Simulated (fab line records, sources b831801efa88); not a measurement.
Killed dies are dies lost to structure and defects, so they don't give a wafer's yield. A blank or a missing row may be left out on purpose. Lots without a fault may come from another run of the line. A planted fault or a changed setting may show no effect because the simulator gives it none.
Which tool did it? | flow sky130 | 13 lots, 39 wafers sampled, at 2 steps of a route of 708

WHAT THE GAUGES READ, wafer by wafer
SKY_FIELD_ISO_THK_MEAS_25.
lot  | measured    | on            | FIELD_ISO_CVD_24_THK (nm)
L111 | day 2 07:15 | film_metro-01 | 594 602 590
L112 | day 2 12:48 | film_metro-03 | 598 602 599
L115 | day 3 08:49 | film_metro-02 | 600 596 608
L116 | day 3 11:02 | film_metro-02 | 594 598 597
L120 | day 4 10:46 | film_metro-01 | 598 607 598
L123 | day 4 23:11 | film_metro-01 | 593 600 597
L124 | day 5 08:44 | film_metro-03 | 596 599 602
L127 | day 5 21:07 | film_metro-02 | 590 590 591
L128 | day 6 06:59 | film_metro-01 | 604 598 601
L129 | day 6 09:30 | film_metro-02 | 599 609 604
L130 | day 6 16:26 | film_metro-01 | 601 606 616
L131 | day 6 16:25 | film_metro-02 | 594 582 587
L133 | day 7 06:04 | film_metro-01 | 614 602 602

WHICH TOOL RAN EACH LOT (tool, then ch and the chambers of the sampled wafers, then the start)
lot  | SKY_FIELD_ISO_ETCH_17
L111 | rie_si-02 ch 0,1,3, day 2 04:36
L112 | rie_si-02 ch 1,2,3, day 2 10:10
L115 | rie_si-02 ch 0,3, day 3 04:28
L116 | rie_si-01 ch 0,2,3, day 3 07:49
L120 | rie_si-02 ch 0,1,3, day 4 06:31
L123 | rie_si-02 ch 1,3, day 4 19:03
L124 | rie_si-02 ch 0,1,3, day 5 02:16
L127 | rie_si-01 ch 0,1,2, day 5 18:01
L128 | rie_si-02 ch 0,2,3, day 5 23:01
L129 | rie_si-01 ch 2,3, day 6 06:01
L130 | rie_si-01 ch 0,3, day 6 13:45
L131 | rie_si-02 ch 0,2, day 6 14:06
L133 | rie_si-01 ch 1,2,3, day 7 03:01
- SKY_FIELD_ISO_ETCH_17: etches Si in HBr/Cl2/O2, target depth 342 nm, time 97.7 s.

WHAT THE TOOLS THEMSELVES READ (means of the sampled wafers that have a number; where no wafer has one, the mark that the record gives instead)
SKY_FIELD_ISO_ETCH_17.
lot  | tool      | drypump_motor_current_A (A) | oes_product_au (a.u.) | throttle_valve_pct (%)
L111 | rie_si-02 | 5.3                         | 1.009                 | 25.653
L112 | rie_si-02 | 5.3                         | 0.999                 | 25.653
L115 | rie_si-02 | 5.3                         | 1.007                 | 25.646
L116 | rie_si-01 | 5.3                         | 1.009                 | 25.654
L120 | rie_si-02 | 5.2                         | 1.004                 | 25.654
L123 | rie_si-02 | 5.0                         | 0.993                 | 25.659
L124 | rie_si-02 | 5.3                         | 1.002                 | 25.656
L127 | rie_si-01 | 5.1                         | 1.008                 | 25.649
L128 | rie_si-02 | 5.5                         | 1.014                 | 25.659
L129 | rie_si-01 | 5.7                         | 0.997                 | 25.667
L130 | rie_si-01 | 5.2                         | 1.000                 | 25.656
L131 | rie_si-02 | 5.7                         | 1.006                 | 25.652
L133 | rie_si-01 | 5.5                         | 1.008                 | 25.663

THE ANSWER, worked out from the rows above alone
Rule: what is usual is taken from the lots themselves. Put in order of their means at a reading, lots are off if they are a third of the lots or fewer, leave a main group of 4 or more, and stand apart from it by a gap of 3 or more times the standard deviation of the main group's means; of several such gaps the widest counts. A main group whose means are all the same, to the digits that the tables above print for the reading, isn't used. A lot without any number at a reading at which 4 lots or more have one is off too. The other lots that the step has rows for count as sound. The gauges are gone through in route order, then the tools' own readings, and for those a lot's mean is taken as printed above. The first step at which some lot is off is used, and at that step the reading that is off furthest; a lot without a number counts as furthest.
No lot is off at any reading shown: from this, nothing can be told.

WHAT THE SIMULATOR HAD PUT IN
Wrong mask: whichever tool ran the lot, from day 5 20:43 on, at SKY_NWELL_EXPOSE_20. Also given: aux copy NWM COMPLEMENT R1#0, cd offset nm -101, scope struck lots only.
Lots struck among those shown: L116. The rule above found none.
